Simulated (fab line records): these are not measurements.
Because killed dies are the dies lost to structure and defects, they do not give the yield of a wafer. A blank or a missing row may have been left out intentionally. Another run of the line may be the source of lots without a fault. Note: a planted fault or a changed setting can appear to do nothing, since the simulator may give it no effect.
2 desks, one fault -- flow sky130 -- only its own numbers are on each desk; what lay behind them is given at the end

THE TOOL OWNER'S DESK: rie-diel-03
The tool's own readings at SKY_FIELD_ISO_ETCH_15 (etches the open film in CHF3/O2, stops on Si, target depth 180 nm, time 72 s): means of the sampled wafers that have a number, for each lot that ran on this tool. Marked OUT: a lot whose mean sits more than 4 standard deviations from the usual mean, which makes it out of limits; the brackets give that distance.
Columns: A = bias-w at SKY_FIELD_ISO_ETCH_15, usual 200.0 W; B = drypump-motor-current-A at SKY_FIELD_ISO_ETCH_15, usual 5.6 A; C = oes-product-au at SKY_FIELD_ISO_ETCH_15, usual 0.942 a.u.; D = throttle-valve-pct at SKY_FIELD_ISO_ETCH_15, usual 8.844 %
lot,first seen here,A,B,C,D
L901,day 3 17:20,200.4,6.2,0.946,8.845
L904,day 4 10:56,199.9,6.1,0.931,8.847
L914,day 6 13:41,182.9 (-32) OUT,6.0,0.939,8.839
L915,day 6 19:00,182.8 (-32) OUT,5.8,0.953,8.842
This desk's finding: out of limits on L914, L915; first on L914, day 6 13:41 (bias-w at SKY_FIELD_ISO_ETCH_15). In limits: L901, L904.

METROLOGY DESK
What the gauges read, lot by lot, whatever tool the lot ran on: means of the sampled wafers that have a number. Marked OUT: a lot whose mean sits more than 4 standard deviations from the usual mean, which makes it out of limits; the brackets give that distance.
Columns: A = FIELD_ISO_CVD_03_THK at SKY_FIELD_ISO_THK_MEAS_04, usual 163.8 nm; B = cd-nm at SKY_FIELD_ISO_CD_MEAS_13, usual 150.0 nm
lot,first seen here,A,B
L895,day 1 21:23,164.8,150.2
L901,day 3 01:43,164.1,147.5
L904,day 3 17:35,162.7,151.1
L914,day 5 19:32,162.5,150.4
L915,day 5 23:27,165.7,152.0
L916,day 6 05:34,163.2,153.0
Finding of this desk: none of the 6 lots has anything out of limits.

ALL TOGETHER
The tool owner's desk could have raised an alarm at day 6 13:41, on L914, L915.
At the metrology desk, nothing out of limits was observed.
The metrology desk has L914, L915 on record, within its limits.
Every lot named ran SKY_FIELD_ISO_ETCH_15 on rie-diel-03.

WHAT THE SIMULATOR HAD INSERTED
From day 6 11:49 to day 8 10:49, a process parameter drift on rie-diel-03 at SKY_FIELD_ISO_ETCH_15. Setting bias-w shifted by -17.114 from 200. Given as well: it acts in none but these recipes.
Shown lots that were struck: L914, L915.
How many hours passed from the start of the fault until each desk's first out-of-limits reading: the tool owner's desk, 2.
